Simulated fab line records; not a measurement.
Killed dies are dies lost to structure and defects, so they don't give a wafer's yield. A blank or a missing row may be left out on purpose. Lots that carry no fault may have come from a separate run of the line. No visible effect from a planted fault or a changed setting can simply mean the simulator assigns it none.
Which tool is to blame?	flow sfqLine	42 wafers from 14 lots sampled at 4 of the route's 325 steps

## WHAT EACH GAUGE READ, for each wafer
Not one reading of a measure or inspect step in the record can be checked against a usual standard deviation.

## WHAT TOOL EACH LOT RAN ON (gives the tool, then ch and the chambers of the sampled wafers, and finally the start)
lot	SFQ_TRILAYER_M6_DEP_SPUTTER_157	SFQ_TRILAYER_M6_BARC_OPEN_METAL_ETCH_206	SFQ_TRILAYER_I6_DEP_PECVD_165	SFQ_TRILAYER_I6_METRO_MEASURE_167
L221	pvdSputter-05, day 70 19:23	rieMetal-04 ch 0,1, day 75 15:54	pecvd-01 ch 0,1,2, day 75 16:52	filmMetro-03, day 75 20:03
L224	pvdSputter-04, day 72 03:21	rieMetal-02 ch 0, day 77 02:43	pecvd-04 ch 0,2, day 77 03:40	filmMetro-04, day 77 11:25
L225	pvdSputter-06, day 72 04:33	rieMetal-02 ch 0, day 77 05:07	pecvd-02 ch 1,2, day 77 06:04	filmMetro-01, day 77 13:55
L226	pvdSputter-05, day 73 22:21	rieMetal-04 ch 0,1, day 78 19:34	pecvd-02 ch 1,2, day 78 20:31	filmMetro-04, day 78 23:43
L227	pvdSputter-06, day 75 21:43	rieMetal-04 ch 0,1, day 80 10:05	pecvd-04 ch 0,1,2, day 80 11:02	filmMetro-04, day 80 14:14
L228	pvdSputter-04, day 75 23:02	rieMetal-02 ch 0, day 80 12:29	pecvd-01 ch 1,2, day 80 13:26	filmMetro-03, day 80 16:38
L230	pvdSputter-04, day 77 09:38	rieMetal-02 ch 0,1, day 81 18:38	pecvd-04 ch 0,1, day 81 19:34	filmMetro-04, day 81 23:10
L231	pvdSputter-06, day 79 15:39	rieMetal-04 ch 0,1, day 84 09:22	pecvd-04 ch 0,2, day 84 10:19	filmMetro-01, day 84 13:49
L232	pvdSputter-05, day 79 20:27	rieMetal-01 ch 0,1, day 84 15:23	pecvd-02 ch 0,1,2, day 84 16:20	filmMetro-03, day 84 19:56
L234	pvdSputter-05, day 80 04:58	rieMetal-01 ch 0,1, day 84 23:26	pecvd-01 ch 0,1, day 85 00:34	filmMetro-01, day 85 03:46
L235	pvdSputter-05, day 80 18:10	rieMetal-01 ch 0,1, day 85 13:57	pecvd-01 ch 0,2, day 85 14:55	filmMetro-03, day 85 18:07
L238	pvdSputter-06, day 81 12:54	rieMetal-02 ch 0,1, day 86 09:09	pecvd-01 ch 1,2, day 86 10:08	filmMetro-04, day 86 13:19
L240	pvdSputter-04, day 81 16:30	rieMetal-02 ch 0,1, day 86 11:34	pecvd-04 ch 1,2, day 86 12:31	filmMetro-04, day 86 16:43
L243	pvdSputter-06, day 82 20:47	rieMetal-04 ch 0,1, day 87 10:33	pecvd-02 ch 0,1,2, day 87 11:31	filmMetro-03, day 87 14:43
- SFQ_TRILAYER_M6_DEP_SPUTTER_157: material Nb, target thk 200 nm, time 133.3 s.
- SFQ_TRILAYER_M6_BARC_OPEN_METAL_ETCH_206: etches BARC in O2, target depth 125 nm, time 41.7 s.
- SFQ_TRILAYER_I6_DEP_PECVD_165: deposits SiO2 from SiH4/N2O, time 111.11 s, target thk 500 nm.
- SFQ_TRILAYER_I6_METRO_MEASURE_167

## WHAT THE TOOLS THEMSELVES READ (means of the sampled wafers that have a number; where no wafer has one, the mark that the record gives instead)
SFQ_TRILAYER_M6_DEP_SPUTTER_157. Usual: throttleValvePct reads 30.1 % (standard deviation 1.2).
lot	tool	throttleValvePct (%)	flag
L221	pvdSputter-05	29.8	
L224	pvdSputter-04	29.3	
L225	pvdSputter-06	29.9	
L226	pvdSputter-05	30.5	
L227	pvdSputter-06	29.5	
L228	pvdSputter-04	29.8	
L230	pvdSputter-04	29.8	
L231	pvdSputter-06	30.8	
L232	pvdSputter-05	30.3	
L234	pvdSputter-05	29.6	
L235	pvdSputter-05	31.1	
L238	pvdSputter-06	31.8	
L240	pvdSputter-04	28.9	
L243	pvdSputter-06	29.9	

SFQ_TRILAYER_M6_BARC_OPEN_METAL_ETCH_206. Usual: biasW 80.03 W, standard deviation 0.23; drypumpMotorCurrentA 6.0 A, standard deviation 0.42; oesProductAu 0.684 a.u., standard deviation 0.0044; rfFwdPowerW 593.0 W, standard deviation 2.8.
lot	tool	biasW (W)	drypumpMotorCurrentA (A)	oesProductAu (a.u.)	rfFwdPowerW (W)	flag
L221	rieMetal-04	80.23	6.3	0.685	596.4	
L224	rieMetal-02	79.94	5.6	0.681	590.1	
L225	rieMetal-02	80.25	5.6	0.680	590.9	
L226	rieMetal-04	79.83	6.5	0.686	593.7	
L227	rieMetal-04	80.04	6.3	0.683	594.5	
L228	rieMetal-02	79.71	5.6	0.685	588.4	
L230	rieMetal-02	80.17	6.1	0.681	591.3	
L231	rieMetal-04	80.15	6.3	0.679	596.2	
L232	rieMetal-01	79.97	5.7	0.687	591.9	
L234	rieMetal-01	79.97	5.6	0.680	594.3	
L235	rieMetal-01	79.95	5.6	0.686	593.0	
L238	rieMetal-02	80.19	6.1	0.683	833.1	OFF
L240	rieMetal-02	80.13	6.1	0.683	831.3	OFF
L243	rieMetal-04	79.99	6.3	0.684	594.7	

SFQ_TRILAYER_I6_DEP_PECVD_165. Usual: chamberPressureTorr 2.401 Torr, standard deviation 0.0052; heaterPowerW 82 W, standard deviation 14; throttleValvePct 24.1 %, standard deviation 0.6.
lot	tool	chamberPressureTorr (Torr)	heaterPowerW (W)	throttleValvePct (%)	flag
L221	pecvd-01	2.396	88	23.2	
L224	pecvd-04	2.402	94	24.0	
L225	pecvd-02	2.405	72	24.1	
L226	pecvd-02	2.403	81	24.2	
L227	pecvd-04	2.402	78	24.3	
L228	pecvd-01	2.403	80	24.0	
L230	pecvd-04	2.396	91	24.6	
L231	pecvd-04	2.399	94	23.9	
L232	pecvd-02	2.403	76	24.4	
L234	pecvd-01	2.398	85	24.4	
L235	pecvd-01	2.395	88	23.7	
L238	pecvd-01	2.401	84	24.8	
L240	pecvd-04	2.400	69	24.4	
L243	pecvd-02	2.400	68	22.9	

SFQ_TRILAYER_I6_METRO_MEASURE_167. Usual: thkNm reads 199.9 nm (standard deviation 1.3).
lot	tool	thkNm (nm)	flag
L221	filmMetro-03	200.0	
L224	filmMetro-04	201.6	
L225	filmMetro-01	202.2	
L226	filmMetro-04	200.5	
L227	filmMetro-04	200.4	
L228	filmMetro-03	198.7	
L230	filmMetro-04	199.6	
L231	filmMetro-01	200.2	
L232	filmMetro-03	200.5	
L234	filmMetro-01	198.7	
L235	filmMetro-03	199.6	
L238	filmMetro-04	200.4	
L240	filmMetro-04	199.6	
L243	filmMetro-03	198.8	

## THE ANSWER, worked out from the rows above alone
Rule: a lot is off if the mean of its wafers that have a number lies more than 3 standard deviations from the usual mean. Also off: a lot with no number at a reading for which 4 or more lots have one. The other lots that the step has rows for count as sound. After the gauges, taken in route order, come the tools' own readings; for these a lot's mean is taken, as printed above. At the first step where some lot is off, the reading lying furthest off is the one used; lots without a number count as furthest.
Off at SFQ_TRILAYER_M6_BARC_OPEN_METAL_ETCH_206 (rfFwdPowerW): L238, L240.
A tool fits if, at that step or a process step before it, it ran every lot that is off, and no sound lot after the first of them. One candidate fits, namely rieMetal-02 at SFQ_TRILAYER_M6_BARC_OPEN_METAL_ETCH_206. Its last sound lot is L230 (day 81 18:38), its first lot that is off L238 (day 86 09:09): a fault that began between those two fits.
The tool's own readings at SFQ_TRILAYER_M6_BARC_OPEN_METAL_ETCH_206 bear it out: on the lots that are off they differ by more than 5 times the standard deviation of the sound lots' means. rfFwdPowerW reads 832.2 W there against 593.0 W on the sound lots.

## WHAT THE SIMULATOR PUT IN
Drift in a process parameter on rieMetal-02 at SFQ_TRILAYER_M6_BARC_OPEN_METAL_ETCH_206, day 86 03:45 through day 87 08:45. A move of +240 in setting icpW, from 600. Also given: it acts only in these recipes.
Struck lots among those shown: L238, L240. The rule above reached the same finding.
